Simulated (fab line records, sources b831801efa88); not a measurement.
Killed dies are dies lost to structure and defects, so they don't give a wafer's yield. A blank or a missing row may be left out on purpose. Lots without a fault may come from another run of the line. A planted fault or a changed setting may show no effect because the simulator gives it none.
Chamber matching | flow gf180mcu | GF_CONTACT_ETCH_16 on rie_diel-03: 4 sister chambers
The step etches BARC in N2/H2. 20 wafers are shown with their chamber, then 10 later ones without.

WAFERS WITH THEIR CHAMBER
wafer  | chamber | drypump_motor_current_A (A) | rf_fwd_power_W (W) | oes_product_au (a.u.)
L075.2 | 0       | 5.5                         | 492.6              | 0.865
L075.3 | 2       | 6.1                         | 496.4              | 0.847
L075.6 | 3       | 5.5                         | 490.1              | 0.859
L077.3 | 3       | 5.5                         | 491.4              | 0.861
L077.5 | 1       | 5.7                         | 494.1              | 0.858
L077.6 | 2       | 6.1                         | 496.4              | 0.845
L078.3 | 3       | 5.5                         | 493.6              | 0.858
L078.4 | 0       | 5.5                         | 490.2              | 0.856
L078.6 | 2       | 6.1                         | 496.9              | 0.849
L080.3 | 2       | 6.1                         | 495.1              | 0.863
L080.4 | 0       | 5.4                         | 493.2              | 0.846
L080.6 | 2       | 6.1                         | 496.4              | 0.853
L081.1 | 1       | 5.7                         | 489.9              | 0.855
L081.2 | 2       | 6.1                         | 495.5              | 0.850
L081.3 | 0       | 5.5                         | 490.8              | 0.851
L084.1 | 2       | 6.1                         | 496.4              | 0.857
L084.2 | 0       | 5.5                         | 495.1              | 0.863
L084.5 | 0       | 5.4                         | 494.3              | 0.847
L086.1 | 3       | 5.5                         | 490.2              | 0.854
L086.2 | 0       | 5.5                         | 492.8              | 0.847

SIGNATURES (means of the wafers above)
reading                 | chamber 0 | chamber 1 | chamber 2 | chamber 3 | scatter within a chamber
drypump_motor_current_A | 5.471     | 5.700     | 6.100     | 5.500     | 0.0299
rf_fwd_power_W          | 492.714   | 492.000   | 496.157   | 491.325   | 1.53
oes_product_au          | 0.85357   | 0.85650   | 0.85200   | 0.85800   | 0.00633
Rule: a wafer's distance from a chamber is the root of the sum, over the readings, of the square of ((its reading less the chamber's mean) divided by the reading's scatter). The wafer belongs to the nearest chamber; if the next one is less than 2 further off, it can't be placed. The scatter: the root of (the sum of the squares of (reading less its chamber's mean) over the shown wafers, divided by (wafers less chambers)).

WAFERS WITHOUT THEIR CHAMBER
wafer  | drypump_motor_current_A (A) | rf_fwd_power_W (W) | oes_product_au (a.u.)
L086.4 | 5.7                         | 495.4              | 0.853
L093.1 | 5.7                         | 492.1              | 0.853
L093.3 | 5.4                         | 492.9              | 0.852
L093.4 | 5.6                         | 490.3              | 0.853
L095.1 | 5.7                         | 491.7              | 0.848
L095.2 | 5.5                         | 491.0              | 0.850
L095.3 | 5.5                         | 492.7              | 0.848
L096.3 | 5.7                         | 491.7              | 0.849
L096.5 | 5.7                         | 494.6              | 0.852
L096.6 | 6.1                         | 496.9              | 0.855

WHICH CHAMBER EACH WENT THROUGH
wafer  | from the rows above          | in truth
L086.4 | 1                            | 1
L093.1 | 1                            | 1
L093.3 | can't be placed: 0 or 3      | 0
L093.4 | can't be placed: 3 or 1 or 0 | 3
L095.1 | 1                            | 1
L095.2 | can't be placed: 3 or 0      | 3
L095.3 | can't be placed: 0 or 3      | 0
L096.3 | 1                            | 1
L096.5 | 1                            | 1
L096.6 | 2                            | 2
Placed correctly: 6 of 10. Can't be placed from these rows: 4 (the true chamber is among the candidates in 4). Placed wrongly: 0.
